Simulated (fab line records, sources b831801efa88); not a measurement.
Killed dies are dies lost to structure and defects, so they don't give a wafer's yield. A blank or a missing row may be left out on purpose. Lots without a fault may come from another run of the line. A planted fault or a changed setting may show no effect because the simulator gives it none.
fab line records | flow gf180mcu
record lots=10 wafers=30 last_day=34
route steps=602 shown POLY_GATE@169 NSD@246 PSD@257 CONTACT@289
lots that met no fault: from a run of the same line without faults
start_h: hours from the record's first day to the start of the lot's first wafer shown | wait_h: hours since the lot's step before | " the same as in the row above | L1.1+2: a row that stands for several wafers | - no value, or no start given | * or withheld: withheld | < > ~ a bound
route shown NAME@n: a module of which the file shows steps, and the number in the route of the first | usual: mean/standard deviation of fault-free wafers | same: alike in all rows | chamber/n: place in a boat | sites: the reading at each site | _std_site: their standard deviation | _edge_site: outer sites' mean less inner sites' | radius_mm: how far each site lies from the wafer's centre | mask NAME#n: copy n | behind: the tool/chamber that last shaped the wafer | hold: why the lot was held/for how many hours/how that ended | device: the transistor (n, p or np) that didn't switch | end of line: the same wafers' tests at the end of the route | a step without rows: its recipe alone | killed: dies lost to structure and defects at the first sort, not the wafer's yield | map: a wafer's dies, x killed, . not, _ none there
set.NAME: the setting as run; set.NAME@STEP: as run at that earlier step | model.NAME: the simulator's own value behind a step, which no gauge read
steps of the route over a sample of lots; a table a step, a row a wafer
services: from which hour (start_h, from the record's first day; less than 0 if before it) a tool's chamber was out of use, for how many hours, and why
## steps
# step GF_POLY_GATE_ETCH_12
# recipe chemistry=N2/H2 target_depth_a=withheld overetch_a=withheld time_s=withheld target=BARC ion_energy_ev=200 source_w=500 bias_w=100 pressure_mtorr=30 n2_flow_sccm=100 h2_flow_sccm=200
# usual chamber_pressure_mTorr=30.000/0.026 drypump_motor_current_A=5.7/0.55 oes_product_au=0.736/0.0047 throttle_valve_pct=13.214/0.0099
# columns lot.wafer tool chamber start_h wait_h chamber_pressure_mTorr drypump_motor_current_A oes_product_au throttle_valve_pct
L210.2 rie_diel-02 0 222.93 0.0 30.021 6.1 0.739 13.225
L210.4 " 1 " " 30.027 6.2 0.744 13.203
L210.6 " 1 " " 29.982 6.2 0.742 13.205
L211.1 rie_diel-04 0 228.23 0.0 30.022 4.8 0.730 13.199
L211.2 " 1 " " 30.019 5.9 0.733 13.187
L211.6 " 0 " " 30.011 4.8 0.728 13.226
L214.1 rie_diel-02 1 246.03 0.0 29.980 6.2 0.746 13.217
L214.2 " 2 " " 30.015 6.0 0.731 13.210
L214.3 " 3 " " 30.006 5.4 0.739 13.202
L217.1 rie_diel-01 3 269.18 0.0 30.023 5.6 0.734 13.212
L217.2 " 0 " " 30.025 5.3 0.738 13.199
L217.5 " 1 " " 30.010 6.2 0.739 13.201
L216.1 rie_diel-04 0 269.56 0.0 29.992 4.8 0.731 13.214
L216.2 " 2 " " 30.008 6.6 0.734 13.226
L216.6 " 0 " " 29.990 4.8 0.735 13.202
L219.1 rie_diel-04 0 284.27 0.0 30.026 4.8 0.737 13.221
L219.3 " 2 " " 30.016 6.6 0.738 13.216
L219.6 " 0 " " 29.993 4.8 0.731 13.210
L220.3 rie_diel-04 2 289.31 0.0 30.041 6.6 0.739 13.219
L220.4 " 1 " " 29.992 5.9 0.729 13.210
L220.5 " 1 " " 29.976 5.8 0.741 13.217
L228.3 rie_diel-01 0 342.31 0.0 30.005 5.2 0.734 13.218
L228.5 " 3 " " 30.054 5.6 0.731 13.213
L228.6 " 2 " " 29.989 6.0 0.736 13.217
L229.2 rie_diel-02 0 350.46 0.0 30.019 6.2 0.743 13.227
L229.4 " 2 " " 29.953 6.0 0.726 13.227
L229.6 " 2 " " 30.055 6.1 0.735 13.217
L230.2 rie_diel-02 2 361.61 0.0 29.948 6.0 0.738 13.222
L230.3 " 1 " " 29.961 6.2 0.740 13.215
L230.6 " 1 " " 29.980 6.2 0.730 13.234
# step GF_NSD_STRIP_11
# recipe chemistry=O2/N2 power_w=1400 pressure_mtorr=1500 platen_temp_c=250 o2_flow_sccm=3000 n2_flow_sccm=300 overash_fraction=0.5
# usual chamber_pressure_mTorr=1500.1/1.4 drypump_motor_current_A=5.9/0.53 heater_power_w=329/25 oes_product_au=0.487/0.0047 strip_time_to_endpoint_s=22.97/0.032
# columns lot.wafer tool chamber start_h wait_h chamber_pressure_mTorr drypump_motor_current_A heater_power_w oes_product_au rf_hours_counter_h strip_time_to_endpoint_s
L210.2 plasma_asher-02 0 326.21 0.1 1502.1 6.1 347 0.487 69 22.97
L210.4 " 1 " " 1503.1 6.0 344 0.496 - 22.93
L210.6 " 1 " " 1504.2 6.0 347 0.495 - 22.91
L211.1 plasma_asher-03 0 331.57 0.1 1502.5 4.8 364 0.486 23 22.91
L211.2 " 1 " " 1498.8 6.5 308 0.488 23 22.94
L211.6 " 0 " " 1498.7 4.8 371 0.481 - 22.90
L214.1 plasma_asher-02 1 354.37 0.1 1497.9 6.1 347 0.484 72 22.98
L214.2 " 0 " " 1500.8 6.1 335 0.491 72 22.99
L214.3 " 1 " " 1500.7 6.1 346 0.480 - 22.99
L217.1 plasma_asher-02 1 379.96 0.1 1499.6 6.0 339 0.488 74 23.02
L217.2 " 0 " " 1499.8 6.1 330 0.483 74 22.98
L217.5 " 1 " " 1501.1 6.0 345 0.482 - 22.96
L216.1 plasma_asher-02 1 382.63 0.1 1499.8 6.0 341 0.480 74 22.94
L216.2 " 0 " " 1501.5 6.1 337 0.478 74 22.95
L216.6 " 1 " " 1502.0 6.0 351 0.495 - 22.98
L219.1 plasma_asher-01 1 397.48 0.1 1500.5 6.3 278 0.481 63 22.96
L219.3 " 0 " " 1501.3 5.6 317 0.482 - 22.94
L219.6 " 1 " " 1498.0 6.3 281 0.489 - 22.96
L220.3 plasma_asher-01 0 402.15 0.1 1500.5 5.6 326 0.489 - 23.04
L220.4 " 1 " " 1499.5 6.3 279 0.488 - 22.99
L220.5 " 1 " " 1499.1 6.3 279 0.490 - 23.01
L228.3 plasma_asher-02 1 464.88 0.1 1500.1 6.0 339 0.483 - 22.92
L228.5 " 0 " " 1501.2 6.1 330 0.494 - 22.92
L228.6 " 1 " " 1498.5 6.0 340 0.487 - 22.93
L229.2 plasma_asher-01 1 473.23 0.1 1500.4 6.3 279 0.488 72 23.02
L229.4 " 0 " " 1501.2 5.5 318 0.483 - 23.01
L229.6 " 1 " " 1501.3 6.3 276 0.490 - 22.99
L230.2 plasma_asher-03 0 484.86 0.1 1499.5 4.7 364 0.479 38 22.98
L230.3 " 1 " " 1497.9 6.5 302 0.481 - 23.00
L230.6 " 1 " " 1498.8 6.5 309 0.492 - 22.97
# step GF_PSD_IMPLANT_09
# recipe species=BF2 energy_kev=40 dose_cm2=1.5e+15 tilt_deg=7
# usual beam_energy_keV=39.999/0.015 dose_ions_cm2=1.5e+15/1.6e+12
# columns lot.wafer tool chamber start_h wait_h beam_energy_keV dose_ions_cm2
L210.2 implanter-02 0 347.53 0.0 40.027 1.5018e+15
L210.4 " 0 " " 39.997 1.4981e+15
L210.6 " 0 " " 40.016 1.4986e+15
L211.1 implanter-01 0 352.91 0.0 39.993 1.5021e+15
L211.2 " 0 " " 39.988 1.5007e+15
L211.6 " 0 " " 39.995 1.5006e+15
L214.1 implanter-01 0 376.32 0.0 39.999 1.4958e+15
L214.2 " 0 " " 39.968 1.5018e+15
L214.3 " 0 " " 40.008 1.4989e+15
L217.1 implanter-02 0 403.36 0.0 39.992 1.4955e+15
L217.2 " 0 " " 40.009 1.499e+15
L217.5 " 0 " " 39.995 1.499e+15
L216.1 implanter-01 0 405.21 0.0 40.011 1.4988e+15
L216.2 " 0 " " 40.018 1.4994e+15
L216.6 " 0 " " 40.005 1.5005e+15
L219.1 implanter-01 0 421.20 0.0 26.572 1.498e+15
L219.3 " 0 " " 26.582 1.4983e+15
L219.6 " 0 " " 26.568 1.4997e+15
L220.3 implanter-01 0 425.91 0.1 26.580 1.4995e+15
L220.4 " 0 " " 26.599 1.501e+15
L220.5 " 0 " " 26.620 1.5017e+15
L228.3 implanter-04 0 489.15 0.1 40.001 1.5019e+15
L228.5 " 0 " " 40.001 1.5012e+15
L228.6 " 0 " " 39.997 1.5023e+15
L229.2 implanter-04 0 497.33 0.0 39.998 1.4996e+15
L229.4 " 0 " " 40.010 1.5008e+15
L229.6 " 0 " " 39.970 1.5024e+15
L230.2 implanter-01 0 509.13 0.0 39.978 1.5004e+15
L230.3 " 0 " " 39.996 1.5023e+15
L230.6 " 0 " " 39.996 1.5011e+15
# step GF_PSD_STRIP_10
# recipe chemistry=O2/N2 power_w=1400 pressure_mtorr=1500 platen_temp_c=250 o2_flow_sccm=3000 n2_flow_sccm=300 overash_fraction=0.5
# usual chamber_pressure_mTorr=1500.2/1.5 drypump_motor_current_A=5.8/0.59 heater_power_w=335/20 oes_product_au=0.592/0.0046 strip_time_to_endpoint_s=16.52/0.039
# columns lot.wafer tool chamber start_h wait_h chamber_pressure_mTorr drypump_motor_current_A heater_power_w oes_product_au rf_hours_counter_h strip_time_to_endpoint_s
L210.2 plasma_asher-04 0 347.66 0.1 1499.7 5.2 309 0.595 68 16.51
L210.4 " 1 " " 1496.8 6.2 347 0.590 - 16.55
L210.6 " 0 " " 1500.6 5.2 304 0.590 - 16.50
L211.1 plasma_asher-02 0 353.06 0.1 1498.4 6.1 341 0.595 71 16.52
L211.2 " 1 " " 1501.5 6.0 346 0.591 71 16.48
L211.6 " 1 " " 1502.3 6.0 334 0.588 - 16.45
L214.1 plasma_asher-02 1 376.47 0.1 1499.3 6.0 345 0.590 74 16.53
L214.2 " 0 " " 1500.5 6.1 334 0.592 74 16.53
L214.3 " 1 " " 1498.8 6.1 348 0.592 - 16.51
L217.1 plasma_asher-02 0 403.51 0.1 1500.1 6.1 329 0.595 77 16.54
L217.2 " 1 " " 1496.4 6.1 339 0.594 77 16.54
L217.5 " 1 " " 1500.4 6.0 341 0.598 - 16.58
L216.1 plasma_asher-02 1 405.36 0.1 1501.2 6.1 340 0.602 77 16.57
L216.2 " 0 " " 1500.8 6.1 344 0.593 77 16.55
L216.6 " 0 " " 1501.2 6.1 328 0.595 - 16.56
L219.1 plasma_asher-03 0 421.35 0.1 1501.9 4.8 368 0.621 31 15.22
L219.3 " 0 " " 1501.9 4.8 373 0.617 - 15.24
L219.6 " 0 " " 1499.0 4.8 351 0.626 - 15.25
L220.3 plasma_asher-03 0 426.05 0.1 1498.2 4.8 367 0.627 - 15.27
L220.4 " 1 " " 1501.6 6.5 313 0.621 - 15.20
L220.5 " 0 " " 1499.4 4.8 359 0.614 - 15.22
L228.3 plasma_asher-03 1 489.29 0.1 1502.8 6.5 308 0.589 - 16.50
L228.5 " 0 " " 1500.8 4.8 365 0.598 - 16.52
L228.6 " 1 " " 1501.4 6.5 311 0.591 - 16.50
L229.2 plasma_asher-02 0 497.45 0.1 1499.5 6.1 335 0.593 87 16.50
L229.4 " 1 " " 1499.4 6.0 345 0.591 - 16.51
L229.6 " 1 " " 1497.3 6.0 342 0.594 - 16.53
L230.2 plasma_asher-04 0 509.25 0.1 1501.3 5.2 319 0.591 8 16.47
L230.3 " 0 " " 1500.7 5.2 312 0.591 - 16.51
L230.6 " 1 " " 1500.6 6.2 348 0.589 - 16.48
# step GF_PSD_TW_MEAS_11
# usual PSD_TW=3170/22
# columns lot.wafer tool chamber start_h wait_h PSD_TW
L210.2 film_metro-03 - 347.77 0.1 3192
L210.4 " - " " 3196
L210.6 " - " " 3199
L211.1 film_metro-01 - 353.16 0.1 3160
L211.2 " - " " 3150
L211.6 " - " " 3151
L214.1 film_metro-02 - 376.57 0.1 3164
L214.2 " - " " 3165
L214.3 " - " " 3152
L217.1 film_metro-02 - 403.62 0.1 3196
L217.2 " - " " 3190
L217.5 " - " " 3196
L216.1 film_metro-02 - 405.46 0.1 3176
L216.2 " - " " 3206
L216.6 " - " " 3179
L219.1 film_metro-01 - 421.45 0.1 2847
L219.3 " - " " 2873
L219.6 " - " " 2843
L220.3 film_metro-03 - 426.13 0.1 2838
L220.4 " - " " 2850
L220.5 " - " " 2839
L228.3 film_metro-01 - 489.37 0.1 3153
L228.5 " - " " 3157
L228.6 " - " " 3157
L229.2 film_metro-02 - 497.56 0.1 3146
L229.4 " - " " 3152
L229.6 " - " " 3160
L230.2 film_metro-03 - 509.36 0.1 3170
L230.3 " - " " 3174
L230.6 " - " " 3176
# step GF_PSD_RS_MEAS_15
# recipe thk_meas_gauge=four-point-probe
# usual PSD_RS=108.49/0.28
# columns lot.wafer tool chamber start_h wait_h PSD_RS[ohm/sq]
L210.2 film_metro-02 - 348.09 0.1 108.82
L210.4 " - " " 108.60
L210.6 " - " " 108.83
L211.1 film_metro-02 - 353.48 0.1 108.13
L211.2 " - " " 108.46
L211.6 " - " " 108.33
L214.1 film_metro-02 - 376.89 0.1 108.30
L214.2 " - " " 108.34
L214.3 " - " " 108.65
L217.1 film_metro-03 - 403.93 0.1 108.51
L217.2 " - " " 108.18
L217.5 " - " " 108.22
L216.1 film_metro-02 - 405.78 0.1 109.12
L216.2 " - " " 109.08
L216.6 " - " " 109.24
L219.1 film_metro-01 - 421.77 0.1 129.87
L219.3 " - " " 129.75
L219.6 " - " " 130.16
L220.3 film_metro-01 - 426.47 0.1 130.92
L220.4 " - " " 130.69
L220.5 " - " " 130.55
L228.3 film_metro-03 - 489.71 0.1 108.11
L228.5 " - " " 108.23
L228.6 " - " " 108.33
L229.2 film_metro-03 - 497.90 0.1 108.50
L229.4 " - " " 107.99
L229.6 " - " " 108.47
L230.2 film_metro-03 - 509.69 0.1 108.54
L230.3 " - " " 108.42
L230.6 " - " " 108.46
# step GF_CONTACT_CVD_02
# recipe material=SiO2 target_thk_nm=860 precursor=TEOS temp_c=400 time_s=95.992 rf_w=600
# usual heater_power_w=609/130
# columns lot.wafer tool chamber start_h wait_h heater_power_w
L210.2 pecvd-02 0 371.28 0.0 593
L210.4 " 2 " " 547
L210.6 " 0 " " 475
L211.1 pecvd-01 1 376.46 0.1 536
L211.2 " 2 " " 738
L211.6 " 2 " " 789
L214.1 pecvd-03 0 400.29 0.1 468
L214.2 " 1 " " 734
L214.3 " 0 " " 375
L217.1 pecvd-01 2 428.71 0.1 728
L217.2 " 1 " " 529
L217.5 " 2 " " 764
L216.1 pecvd-02 2 430.18 0.1 588
L216.2 " 0 " " 585
L216.6 " 2 " " 472
L219.1 pecvd-01 2 446.95 0.1 649
L219.3 " 2 " " 734
L219.6 " 2 " " 765
L220.3 pecvd-03 1 451.12 0.0 758
L220.4 " 2 " " 883
L220.5 " 0 " " 420
L228.3 pecvd-01 1 514.02 0.0 594
L228.5 " 1 " " 618
L228.6 " 2 " " 764
L229.2 pecvd-03 1 522.62 0.0 632
L229.4 " 2 " " 917
L229.6 " 1 " " 695
L230.2 pecvd-02 2 534.17 0.0 570
L230.3 " 0 " " 594
L230.6 " 0 " " 464
## services
# columns tool chamber start_h hours kind
pecvd-03 0 201.01 18.0 repair
rie_diel-02 3 219.82 20.4 repair
rie_diel-04 3 222.31 7.7 repair
rie_diel-02 - 233.13 2.8 pm
implanter-01 - 309.44 0.7 repair
rie_diel-04 1 339.40 2.5 repair
pecvd-01 0 350.16 9.2 repair
implanter-01 - 355.11 1.3 repair
plasma_asher-03 - 363.94 0.8 repair
rie_diel-02 2 370.46 6.6 repair
rie_diel-02 1 370.92 59.5 repair
rie_diel-04 1 372.42 3.2 repair
implanter-01 - 376.89 1.9 repair
pecvd-01 - 383.37 6.0 pm
implanter-01 - 385.15 14.4 repair
rie_diel-02 2 389.52 4.4 repair
plasma_asher-03 - 399.09 14.6 pm
rie_diel-04 - 427.13 28.1 pm
pecvd-01 0 445.86 5.1 repair
implanter-01 - 452.23 2.3 pm
rie_diel-02 0 453.73 7.3 repair
plasma_asher-02 - 506.20 0.6 repair
rie_diel-04 - 513.26 2.8 pm
rie_diel-04 2 520.77 5.5 repair
## key
first_sign step=GF_PSD_IMPLANT_09 reading=beam_energy_keV direction=down sigmas=99+ usual=39.999 struck=26.587
effect step=GF_PSD_STRIP_10 reading=strip_time_to_endpoint_s direction=down sigmas=33 usual=* struck=*
effect step=GF_PSD_TW_MEAS_11 reading=PSD_TW direction=down sigmas=14 usual=3170 struck=2848
effect step=GF_PSD_RS_MEAS_15 reading=PSD_RS direction=up sigmas=78 usual=108.49 struck=130.32
met_at GF_PSD_IMPLANT_09
struck_lots L219,L220
tester_left_out L219,L220
not_acting_at GF_POLY_GATE_ETCH_12,GF_NSD_STRIP_11,GF_CONTACT_CVD_02
onset_between 405.21 421.20
fault kind=process_parameter_drift tool=implanter-01 chamber=- onset_h=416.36 steps=GF_PSD_IMPLANT_09 channel=energy_kev offset=-13.405 shape=step end_h=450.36 acts_in=these_recipes_only stated=40
# tester_left_out: of these lots the tester's yield and bins aren't shown, on N5 and GAA mostly nor the transistor test; their killed dies are dies lost to structure and defects alone, not to doping, threshold or leakage, so they don't give the yield
